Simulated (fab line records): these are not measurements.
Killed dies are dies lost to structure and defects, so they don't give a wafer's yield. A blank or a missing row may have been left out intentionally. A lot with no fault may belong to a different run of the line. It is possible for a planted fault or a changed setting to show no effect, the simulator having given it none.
fab line records    flow sky130
record: lots: 13  wafers: 39  last_day: 49
route steps=708 shown GATE_OXIDE@201 POLY_GATE@228 LDD_N@251 PAD_OPEN@708
lots that met no fault: from a run of the same line without faults
start_h: start of the lot's first displayed wafer, in hours after the record's first day    wait_h: hours since the lot's step before    " the same as in the row above    L1.1+2: one row covering several wafers at once    - no value present, or no start provided    * or withheld: withheld    < > ~ a bound
route shown NAME@n: a module of which the file shows steps, and the number in the route of the first    usual: mean and standard deviation over wafers with no fault    same: alike in all rows    chamber/n: place in a boat    sites: the reading at each site    _std_site: standard deviation across them    _edge_site: outer sites' mean less inner sites'    radius_mm: how far each site lies from the wafer's centre    mask NAME#n: copy n    behind: tool/chamber where the wafer was last shaped    hold: why the lot was held/for how many hours/how that ended    device: the n, p or np transistor that did not switch    end of line: the route-end tests of the same wafers    a step without rows: its recipe alone    killed: at the first sort, the dies lost to defects and structure; wafer yield is something else    map: per-die view of a wafer (x killed, . not killed, _ where there is no die)
set.NAME: the run value of the setting; set.NAME@STEP: its run value at that earlier step    model.NAME: the simulator's own value behind a step, which no gauge read
route steps across a sampled set of lots; one table per step, one row per wafer
services: when a tool's chamber went out of use (start_h, in hours from the record's first day, below 0 if earlier), for how many hours, and the reason
== steps ==
step: SKY_GATE_OXIDE_TW_MEAS_14
usual: GATE_OXIDE_TW: 222.1/1.7
lot.wafer  tool           chamber  start_h  wait_h  GATE_OXIDE_TW
L969.2     film_metro-02  -        312.46   0.1     223.1
L969.5     "              -        "        "       223.4
L969.6     "              -        "        "       222.5
L968.1     film_metro-04  -        314.16   0.1     220.3
L968.3     "              -        "        "       221.5
L968.5     "              -        "        "       222.1
L970.4     film_metro-02  -        321.12   0.1     222.6
L970.5     "              -        "        "       223.0
L970.6     "              -        "        "       222.4
L973.1     film_metro-01  -        352.78   0.1     224.1
L973.2     "              -        "        "       224.7
L973.4     "              -        "        "       223.2
L972.1     film_metro-04  -        353.61   0.1     218.9
L972.3     "              -        "        "       219.5
L972.5     "              -        "        "       218.9
L974.3     film_metro-01  -        356.28   0.1     224.6
L974.4     "              -        "        "       224.0
L974.6     "              -        "        "       224.1
L975.2     film_metro-01  -        362.91   0.1     221.2
L975.3     "              -        "        "       223.0
L975.5     "              -        "        "       221.9
L976.1     film_metro-02  -        375.20   0.1     224.3
L976.3     "              -        "        "       223.9
L976.4     "              -        "        "       224.2
L977.1     film_metro-02  -        386.94   0.1     222.3
L977.5     "              -        "        "       221.5
L977.6     "              -        "        "       221.8
L980.1     film_metro-02  -        404.00   0.1     222.0
L980.3     "              -        "        "       223.1
L980.5     "              -        "        "       221.7
L986.2     film_metro-04  -        464.47   0.1     220.3
L986.4     "              -        "        "       221.3
L986.5     "              -        "        "       220.2
L985.3     film_metro-01  -        466.71   0.1     222.5
L985.5     "              -        "        "       224.0
L985.6     "              -        "        "       224.3
L988.1     film_metro-01  -        475.36   0.1     223.3
L988.4     "              -        "        "       222.3
L988.5     "              -        "        "       223.3
step: SKY_POLY_GATE_OVL_MEAS_14
usual: POLY_GATE_OVL: -1/5.2
lot.wafer  tool        chamber  start_h  wait_h  POLY_GATE_OVL[nm]
L969.2     overlay-01  -        372.45   0.1     -7
L969.5     "           -        "        "       -8
L969.6     "           -        "        "       -9
L968.1     overlay-01  -        374.24   0.1     0
L968.3     "           -        "        "       10
L968.5     "           -        "        "       -2
L970.4     overlay-01  -        384.66   0.1     3
L970.5     "           -        "        "       -2
L970.6     "           -        "        "       7
L973.1     overlay-01  -        415.44   0.1     1
L973.2     "           -        "        "       4
L973.4     "           -        "        "       -4
L972.1     overlay-02  -        418.04   0.1     -6
L972.3     "           -        "        "       -6
L972.5     "           -        "        "       -8
L974.3     overlay-01  -        418.40   0.1     12
L974.4     "           -        "        "       2
L974.6     "           -        "        "       1
L975.2     overlay-01  -        424.95   0.1     0
L975.3     "           -        "        "       4
L975.5     "           -        "        "       4
L976.1     overlay-02  -        442.45   0.1     -8
L976.3     "           -        "        "       -2
L976.4     "           -        "        "       -1
L977.1     overlay-01  -        457.38   0.1     1
L977.5     "           -        "        "       -1
L977.6     "           -        "        "       -3
L980.1     overlay-01  -        470.89   0.1     -1
L980.3     "           -        "        "       2
L980.5     "           -        "        "       7
L986.2     overlay-02  -        530.41   0.1     1
L986.4     "           -        "        "       -6
L986.5     "           -        "        "       -3
L985.3     overlay-02  -        533.35   0.1     -1
L985.5     "           -        "        "       9
L985.6     "           -        "        "       11
L988.1     overlay-02  -        541.89   0.1     -2
L988.4     "           -        "        "       -8
L988.5     "           -        "        "       0
step: SKY_POLY_GATE_ETCH_15
recipe: chemistry: N2/H2  target: BARC  ion_energy_ev: 194.3  source_w: 500  bias_w: 100  pressure_mtorr: 30  n2_flow_sccm: 100  h2_flow_sccm: 200  stop_on: SiO2  time_s: 118.5  target_depth_a: 1100
usual: drypump_motor_current_A: 5.7/0.4  oes_product_au: 0.716/0.0048  throttle_valve_pct: 13.212/0.0098
lot.wafer  tool         chamber  start_h  wait_h  drypump_motor_current_A  oes_product_au  rf_hours_counter_h  throttle_valve_pct
L969.2     rie_diel-01  0        372.48   0.0     6.1                      0.710           6                   13.211
L969.5     "            3        "        "       5.4                      0.716           -                   13.220
L969.6     "            2        "        "       5.4                      0.714           -                   13.195
L968.1     rie_diel-02  1        374.28   0.0     6.5                      0.718           4                   13.231
L968.3     "            3        "        "       5.0                      0.715           6                   13.202
L968.5     "            0        "        "       5.9                      0.715           -                   13.217
L970.4     rie_diel-01  3        384.68   0.0     5.4                      0.724           108                 13.222
L970.5     "            2        "        "       5.4                      0.720           -                   13.194
L970.6     "            3        "        "       5.4                      0.723           -                   13.219
L973.1     rie_diel-02  2        415.48   0.0     5.7                      0.715           64                  13.216
L973.2     "            1        "        "       6.5                      0.727           5                   13.211
L973.4     "            3        "        "       5.0                      0.715           7                   13.203
L972.1     rie_diel-01  1        418.08   0.0     5.4                      0.715           1                   13.220
L972.3     "            3        "        "       5.4                      0.711           108                 13.221
L972.5     "            1        "        "       5.4                      0.722           -                   13.209
L974.3     rie_diel-04  1        418.43   0.0     5.7                      0.713           2                   13.209
L974.4     "            1        "        "       5.6                      0.716           -                   13.220
L974.6     "            2        "        "       5.7                      0.711           -                   13.210
L975.2     rie_diel-04  2        424.98   0.0     5.7                      0.721           73                  13.224
L975.3     "            0        "        "       5.6                      0.709           4                   13.218
L975.5     "            0        "        "       5.6                      0.714           -                   13.210
L976.1     rie_diel-02  2        442.49   0.0     5.6                      0.720           65                  13.208
L976.3     "            0        "        "       5.9                      0.718           5                   13.204
L976.4     "            1        "        "       6.5                      0.712           5                   13.206
L977.1     rie_diel-01  3        457.42   0.0     5.4                      0.716           0                   13.204
L977.5     "            0        "        "       6.1                      0.715           -                   13.214
L977.6     "            3        "        "       5.3                      0.715           -                   13.223
L980.1     rie_diel-04  1        470.93   0.0     5.7                      0.715           4                   13.223
L980.3     "            0        "        "       5.6                      0.715           5                   13.215
L980.5     "            2        "        "       5.6                      0.728           -                   13.208
L986.2     rie_diel-02  1        530.44   0.0     6.5                      0.714           7                   13.214
L986.4     "            2        "        "       5.6                      0.711           66                  13.224
L986.5     "            1        "        "       6.5                      0.716           -                   13.203
L985.3     rie_diel-04  2        533.37   0.0     5.6                      0.709           75                  13.214
L985.5     "            1        "        "       5.7                      0.713           -                   13.215
L985.6     "            0        "        "       5.6                      0.712           -                   13.224
L988.1     rie_diel-01  0        541.93   0.0     6.1                      0.717           9                   13.215
L988.4     "            2        "        "       5.4                      0.716           2                   13.235
L988.5     "            0        "        "       6.1                      0.716           -                   13.203
step: SKY_LDD_N_IMPLANT_14
recipe: species: BF2  energy_kev: 50  dose_cm2: 5e+12  tilt_deg: 30  rotation_deg: 180
usual: beam_energy_keV: 50.000/0.016  faraday_current_uA: 28.1/0.53
lot.wafer  tool          chamber  start_h  wait_h  beam_energy_keV  faraday_current_uA
L968.1     implanter-02  0        407.69   0.1     49.992           28.6
L968.3     "             0        "        "       49.990           28.5
L968.5     "             0        "        "       50.002           28.4
L969.2     implanter-01  0        407.73   0.1     50.017           28.3
L969.5     "             0        "        "       50.006           28.2
L969.6     "             0        "        "       50.020           27.8
L970.4     implanter-02  0        415.98   0.1     50.004           28.3
L970.5     "             0        "        "       50.023           29.3
L970.6     "             0        "        "       50.005           28.8
L973.1     implanter-04  0        451.34   0.1     50.002           28.5
L973.2     "             0        "        "       49.987           28.3
L973.4     "             0        "        "       50.013           27.1
L972.1     implanter-01  0        451.62   0.1     50.018           28.3
L972.3     "             0        "        "       50.008           27.5
L972.5     "             0        "        "       49.991           27.5
L974.3     implanter-02  0        452.36   0.1     49.990           28.9
L974.4     "             0        "        "       50.024           28.2
L974.6     "             0        "        "       50.007           27.8
L975.2     implanter-02  0        458.58   0.1     49.994           28.2
L975.3     "             0        "        "       49.966           27.7
L975.5     "             0        "        "       49.977           28.7
L976.1     implanter-02  0        476.49   0.1     49.991           29.0
L976.3     "             0        "        "       50.010           27.8
L976.4     "             0        "        "       50.005           27.7
L977.1     implanter-02  0        490.67   0.1     50.025           28.0
L977.5     "             0        "        "       49.999           27.9
L977.6     "             0        "        "       50.010           29.1
L980.1     implanter-02  0        504.67   0.1     49.991           29.1
L980.3     "             0        "        "       50.039           26.9
L980.5     "             0        "        "       50.003           28.1
L986.2     implanter-01  0        563.26   0.1     51.837           27.6
L986.4     "             0        "        "       51.847           27.1
L986.5     "             0        "        "       51.861           27.2
L985.3     implanter-01  0        567.46   0.1     51.823           28.3
L985.5     "             0        "        "       51.847           28.3
L985.6     "             0        "        "       51.831           27.8
L988.1     implanter-04  0        573.99   0.1     49.990           28.1
L988.4     "             0        "        "       50.000           29.0
L988.5     "             0        "        "       50.001           27.5
step: SKY_PAD_OPEN_PROBE_99
usual: killed_at_M0_to_M3: 43/7.2  killed_at_M4_up: 3.3/2  killed_at_contacts: 25/5.8  killed_at_front_end: 15/4.5  killed_at_other: 0.3/0.62  killed_dies: 86/9.4  killed_open: 47/7.1  killed_short: 39/6
same: gross_dies: 492  killed_at_back_side: 0
lot.wafer  tool       chamber  start_h  wait_h  killed_at_M0_to_M3  killed_at_M4_up  killed_at_contacts  killed_at_front_end  killed_at_other  killed_dies  killed_open  killed_short
L968.1     prober-01  -        1080.99  0.1     58                  3                40                  6                    1                108          60           48
L968.3     prober-01  -        1081.09  0.2     62                  3                25                  9                    0                99           52           47
L968.5     prober-01  -        1081.19  0.2     53                  2                19                  8                    1                83           45           38
L972.1     prober-02  -        1110.01  0.1     28                  4                15                  18                   0                65           32           33
L972.3     prober-02  -        1110.11  0.2     54                  1                18                  25                   0                98           48           50
L972.5     prober-02  -        1110.21  0.2     48                  2                20                  19                   0                89           46           41
L975.2     prober-02  -        1122.80  0.1     33                  5                38                  15                   1                92           55           36
L975.3     prober-02  -        1122.85  0.2     39                  4                22                  18                   0                83           47           36
L975.5     prober-02  -        1122.95  0.2     41                  5                30                  17                   1                94           51           43
L977.1     prober-02  -        1137.70  0.1     49                  0                36                  10                   0                95           55           40
L977.5     prober-02  -        1137.90  0.2     48                  2                23                  9                    0                82           50           32
L977.6     prober-02  -        1137.95  0.2     41                  4                30                  14                   0                89           47           42
L986.2     prober-02  -        1176.18  0.1     38                  1                16                  18                   1                74           30           44
L986.4     prober-02  -        1176.28  0.2     34                  2                25                  14                   1                76           43           33
L986.5     prober-02  -        1176.33  0.2     40                  2                17                  19                   0                78           39           39
L985.3     prober-01  -        1181.22  0.2     40                  3                21                  14                   0                78           49           29
L985.5     prober-01  -        1181.32  0.2     35                  8                25                  24                   0                92           42           49
L985.6     prober-01  -        1181.37  0.2     42                  1                28                  12                   0                83           41           41
killed by level:class
L968.1 LI_CONTACT:geometric_particle:open=16 VIA1:geometric_particle:open=15 CONTACT:geometric_particle:open=10 VIA2:geometric_particle:open=8 VIA1:geometric_particle:short=7 LOCAL_INTERCONNECT:geometric_particle:short=6 METAL1:geometric_particle:short=6 VIA3:geometric_particle:open=6
L968.3 VIA1:geometric_particle:open=20 METAL2:geometric_particle:short=8 CONTACT:geometric_particle:open=8 VIA1:geometric_particle:short=8 VIA3:geometric_particle:short=7 FIELD_ISO:geometric_particle:open=6 LI_CONTACT:geometric_particle:open=5 CONTACT:geometric_particle:short=5
L968.5 VIA1:geometric_particle:open=11 VIA2:geometric_particle:open=9 VIA1:geometric_particle:short=8 LI_CONTACT:geometric_particle:open=7 VIA3:geometric_particle:short=7 CONTACT:geometric_particle:open=5 VIA3:geometric_particle:open=5 METAL1:geometric_particle:short=4
L972.1 POLY_GATE:geometric_particle:short=6 VIA3:geometric_particle:open=6 POLY_GATE:geometric_particle:open=5 LOCAL_INTERCONNECT:geometric_particle:short=5 VIA1:geometric_particle:open=5 METAL3:geometric_particle:short=4 CONTACT:geometric_particle:open=4 METAL1:geometric_particle:short=4
L972.3 VIA1:geometric_particle:open=15 METAL1:geometric_particle:short=7 POLY_GATE:geometric_particle:short=6 FIELD_ISO:geometric_particle:open=5 VIA2:geometric_particle:open=5 LOCAL_INTERCONNECT:geometric_particle:short=5 VIA1:geometric_particle:short=5 METAL2:geometric_particle:short=5
L972.5 VIA2:geometric_particle:open=11 VIA1:geometric_particle:open=8 POLY_GATE:geometric_particle:open=6 METAL1:geometric_particle:short=6 CONTACT:geometric_particle:open=6 METAL2:geometric_particle:short=6 VIA1:geometric_particle:short=5 FIELD_ISO:geometric_particle:short=4
L975.2 CONTACT:geometric_particle:open=16 LI_CONTACT:geometric_particle:open=9 VIA1:geometric_particle:open=8 METAL1:geometric_particle:short=6 VIA3:geometric_particle:open=6 SPACER:geometric_particle:open=4 LI_CONTACT:geometric_particle:short=4 CONTACT:geometric_particle:short=4
L975.3 VIA1:geometric_particle:open=9 LI_CONTACT:geometric_particle:open=8 VIA3:geometric_particle:open=8 CONTACT:geometric_particle:open=6 FIELD_ISO:geometric_particle:short=5 POLY_GATE:geometric_particle:short=4 LOCAL_INTERCONNECT:geometric_particle:short=4 METAL1:geometric_particle:short=4
L975.5 CONTACT:geometric_particle:open=11 LI_CONTACT:geometric_particle:open=8 VIA1:geometric_particle:open=7 POLY_GATE:geometric_particle:open=6 VIA3:geometric_particle:open=6 METAL1:geometric_particle:short=6 LOCAL_INTERCONNECT:geometric_particle:short=5 METAL2:geometric_particle:short=5
L977.1 CONTACT:geometric_particle:open=15 VIA1:geometric_particle:open=10 VIA3:geometric_particle:open=10 VIA1:geometric_particle:short=8 LI_CONTACT:geometric_particle:open=6 CONTACT:geometric_particle:short=6 VIA2:geometric_particle:open=6 LI_CONTACT:geometric_particle:short=4
L977.5 VIA1:geometric_particle:open=10 CONTACT:geometric_particle:short=9 CONTACT:geometric_particle:open=9 VIA3:geometric_particle:open=7 METAL1:geometric_particle:short=6 FIELD_ISO:geometric_particle:open=5 VIA1:geometric_particle:short=5 METAL2:geometric_particle:open=5
L977.6 CONTACT:geometric_particle:open=10 VIA1:geometric_particle:open=9 LI_CONTACT:geometric_particle:open=7 VIA1:geometric_particle:short=6 METAL2:geometric_particle:short=5 LOCAL_INTERCONNECT:geometric_particle:short=5 VIA2:geometric_particle:open=5 VIA2:geometric_particle:short=4
L986.2 VIA1:geometric_particle:short=11 FIELD_ISO:geometric_particle:open=5 LI_CONTACT:geometric_particle:open=5 VIA1:geometric_particle:open=5 METAL2:geometric_particle:short=5 FIELD_ISO:geometric_particle:short=4 METAL1:geometric_particle:short=4 VIA2:geometric_particle:open=4
L986.4 CONTACT:geometric_particle:open=12 METAL1:geometric_particle:short=9 CONTACT:geometric_particle:short=7 VIA1:geometric_particle:open=6 LI_CONTACT:geometric_particle:open=5 POLY_GATE:geometric_particle:short=4 VIA2:geometric_particle:open=4 SPACER:geometric_particle:open=3
L986.5 VIA2:geometric_particle:open=10 FIELD_ISO:geometric_particle:short=6 VIA1:geometric_particle:short=6 VIA1:geometric_particle:open=6 FIELD_ISO:geometric_particle:open=5 METAL1:geometric_particle:short=5 VIA2:geometric_particle:short=5 VIA3:geometric_particle:open=4
L985.3 VIA1:geometric_particle:open=14 CONTACT:geometric_particle:open=7 VIA3:geometric_particle:open=7 LI_CONTACT:geometric_particle:open=6 METAL1:geometric_particle:short=5 POLY_GATE:geometric_particle:open=4 POLY_GATE:geometric_particle:short=4 LOCAL_INTERCONNECT:geometric_particle:short=4
L985.5 CONTACT:geometric_particle:open=10 METAL2:geometric_particle:short=10 VIA1:geometric_particle:open=9 FIELD_ISO:geometric_particle:short=8 CONTACT:geometric_particle:short=6 FIELD_ISO:geometric_particle:open=5 LI_CONTACT:geometric_particle:open=5 METAL4:geometric_particle:short=5
L985.6 LI_CONTACT:geometric_particle:open=9 CONTACT:geometric_particle:open=8 METAL2:geometric_particle:short=6 METAL1:geometric_particle:short=6 VIA1:geometric_particle:open=6 VIA1:geometric_particle:short=5 FIELD_ISO:geometric_particle:open=4 LI_CONTACT:geometric_particle:short=4
== services ==
tool          chamber  start_h  hours  kind
implanter-02  -        352.59   5.5    pm
implanter-01  -        378.37   0.6    repair
implanter-02  -        383.93   9.6    repair
rie_diel-01   2        395.57   -      clean
rie_diel-01   2        395.57   23.9   scheduled_down
rie_diel-01   2        395.57   23.9   vent_cycle
rie_diel-04   1        404.38   5.1    repair
implanter-02  -        409.48   1.0    repair
rie_diel-01   -        418.34   0.5    repair
rie_diel-01   3        419.52   -      clean
rie_diel-04   2        440.59   5.9    repair
rie_diel-01   2        451.92   5.1    repair
rie_diel-02   0        455.13   3.2    repair
implanter-04  -        456.96   59.3   repair
implanter-01  -        459.86   13.2   pm
rie_diel-04   0        460.67   3.2    repair
rie_diel-02   1        471.73   1.8    repair
implanter-04  -        516.85   31.1   pm
implanter-01  -        527.84   2.5    repair
implanter-04  -        547.93   3.1    pm
rie_diel-04   1        551.52   5.5    repair
rie_diel-02   1        552.36   6.2    repair
rie_diel-01   1        560.14   15.8   repair
rie_diel-01   3        569.77   9.6    repair
== key ==
first_sign: step: SKY_LDD_N_IMPLANT_14  reading: beam_energy_keV  direction: up  sigmas: 99+  usual: *  struck: *
effect none on later readings
met_at SKY_LDD_N_IMPLANT_14
struck_lots L985,L986
tester_left_out L985,L986
not_acting_at SKY_GATE_OXIDE_TW_MEAS_14,SKY_POLY_GATE_OVL_MEAS_14,SKY_POLY_GATE_ETCH_15
onset_between 451.62 563.26
fault: kind: process_parameter_drift  tool: implanter-01  chamber: -  onset_h: 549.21  steps: SKY_LDD_N_IMPLANT_14  channel: energy_kev  offset: *  shape: step  end_h: 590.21  acts_in: *  stated: *
tester_left_out: of these lots the tester's yield and bins aren't shown, on N5 and GAA mostly nor the transistor test; their killed dies are dies lost to structure and defects alone, not to doping, threshold or leakage, so they don't give the yield
